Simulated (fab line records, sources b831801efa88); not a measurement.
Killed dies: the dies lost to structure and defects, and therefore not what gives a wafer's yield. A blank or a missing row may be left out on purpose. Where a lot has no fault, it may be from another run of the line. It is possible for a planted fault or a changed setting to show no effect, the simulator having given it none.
Which of the tools did it? ; flow gf180mcu ; 6 lots with 18 wafers sampled at 4 steps, on a route of 602 steps

WHAT EACH GAUGE READ, for each wafer
GF_M4_THK_MEAS_06: measures by xrf.
lot;measured;on;M4_ALCU_THK (nm)
L781;day 23 21:41;film_metro-04;451 441 443
L786;day 25 15:27;film_metro-03;452 442 456
L788;day 26 06:26;film_metro-01;451 455 455
L790;day 26 19:10;film_metro-03;449 450 454
L799;day 29 13:03;film_metro-01;456 461 459
L802;day 30 12:22;film_metro-04;455 452 447

TOOL THAT RAN EACH LOT (tool first, then ch and the chambers of the sampled wafers, then the start)
lot;GF_M3_METAL_ETCH_16;GF_V3_ETCH_17;GF_M4_SPUTTER_00
L781;rie_metal-01 ch 0,1, day 22 19:46;rie_diel-02 ch 0,2,3, day 23 20:00;pvd_sputter-03, day 23 21:21
L786;rie_metal-02 ch 0,1, day 24 14:00;rie_diel-02 ch 0,1, day 25 13:00;pvd_sputter-01, day 25 15:07
L788;rie_metal-01 ch 0,1, day 25 05:21;rie_diel-03 ch 2,3, day 26 04:00;pvd_sputter-02, day 26 06:06
L790;rie_metal-01 ch 0,1, day 25 19:01;rie_diel-03 ch 0,2, day 26 17:00;pvd_sputter-02, day 26 18:49
L799;rie_metal-02 ch 0,1, day 28 13:40;rie_diel-04 ch 0,1,3, day 29 11:00;pvd_sputter-01, day 29 12:43
L802;rie_metal-02 ch 0,1, day 29 14:28;rie_diel-03 ch 0,1, day 30 10:00;pvd_sputter-02, day 30 12:01
- GF_M3_METAL_ETCH_16: etches the open film in Cl2/BCl3, stops on SiO2, target depth 750.8 nm, time 125.1 s.
- GF_V3_ETCH_17: etches SiO2 in C4F8/O2/Ar, stops on TiN, target depth 635 nm.
- GF_M4_SPUTTER_00: material Ti, target thk 37.5 nm, time 150 s.

THE ANSWER, worked out from the rows above alone
Rule: the lots themselves supply what counts as usual. Put in order of their means at a reading, lots are off if they are a third of the lots or fewer, leave a main group of 4 or more, and stand apart from it by a gap of 3 or more times the standard deviation of the main group's means; of several such gaps the widest counts. The tables above print the reading to a certain number of digits; a main group whose means all agree to those digits is not used. A lot without any number at a reading at which 4 lots or more have one is off too. The other lots that the step has rows for count as sound.
Across all readings shown, no lot is off: no conclusion can be drawn from this.

WHAT HAD BEEN PUT IN BY THE SIMULATOR
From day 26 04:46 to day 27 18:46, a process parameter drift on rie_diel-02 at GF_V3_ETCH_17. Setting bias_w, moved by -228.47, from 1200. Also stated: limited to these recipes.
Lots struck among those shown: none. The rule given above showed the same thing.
